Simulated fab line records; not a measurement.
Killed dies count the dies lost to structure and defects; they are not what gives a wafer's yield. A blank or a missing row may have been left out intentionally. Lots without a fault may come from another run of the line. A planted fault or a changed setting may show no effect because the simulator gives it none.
Which tool is to blame? | flow gf180mcu | Sampling: 6 lots, 18 wafers, 4 of 602 route steps

## WHAT EACH GAUGE READ, for each wafer
GF_PASSIVATION_THK_MEAS_03.
lot  | measured     | on            | PASSIVATION_CVD_02_THK (nm)
L169 | day 27 22:27 | film metro-04 | 686 700 703
L173 | day 29 13:43 | film metro-03 | 693 687 713
L176 | day 30 08:55 | film metro-04 | 690 692 706
L183 | day 32 04:35 | film metro-03 | 697 688 699
L186 | day 32 19:32 | film metro-02 | 703 696 701
L190 | day 33 19:19 | film metro-02 | 695 701 693

## EACH LOT AND THE TOOL THAT RAN IT (in order: tool; ch and the chambers of the sampled wafers; start)
lot  | GF_VT_IMPLANT_STRIP_42               | GF_V5_SPUTTER_22             | GF_TOP_METAL_STRIP_17
L169 | plasma asher-03 ch 0,1, day 7 21:29  | pvd sputter-03, day 26 23:22 | plasma asher-04 ch 0,1, day 27 21:29
L173 | plasma asher-04 ch 0,1, day 9 03:30  | pvd sputter-02, day 28 18:25 | plasma asher-02 ch 0,1, day 29 12:43
L176 | plasma asher-04 ch 0,1, day 10 00:48 | pvd sputter-02, day 29 13:50 | plasma asher-04 ch 0,1, day 30 07:58
L183 | plasma asher-02 ch 0,1, day 11 17:44 | pvd sputter-01, day 31 09:46 | plasma asher-01 ch 0,1, day 32 03:36
L186 | plasma asher-03 ch 1, day 12 16:14   | pvd sputter-02, day 32 01:28 | plasma asher-04 ch 0,1, day 32 18:32
L190 | plasma asher-03 ch 0,1, day 13 09:56 | pvd sputter-03, day 33 02:19 | plasma asher-01 ch 0,1, day 33 18:19
- GF_VT_IMPLANT_STRIP_42: strips in O2/N2.
- GF_V5_SPUTTER_22: material TiN, target thk 10 nm, time 40 s.
- GF_TOP_METAL_STRIP_17: strips in O2/N2.

## THE ANSWER, worked out from the rows above alone
Rule: the usual values come from the lots themselves. Put in order of their means at a reading, lots are off if they are a third of the lots or fewer, leave a main group of 4 or more, and stand apart from it by a gap of 3 or more times the standard deviation of the main group's means; of several such gaps the widest counts. A main group whose means are all the same, to the digits that the tables above print for the reading, isn't used. A lot without any number at a reading at which 4 lots or more have one is off too. Any other lot the step has rows for is counted as sound.
No lot is off at any reading shown: from this, nothing can be told.

## WHAT THE SIMULATOR HAD INSERTED
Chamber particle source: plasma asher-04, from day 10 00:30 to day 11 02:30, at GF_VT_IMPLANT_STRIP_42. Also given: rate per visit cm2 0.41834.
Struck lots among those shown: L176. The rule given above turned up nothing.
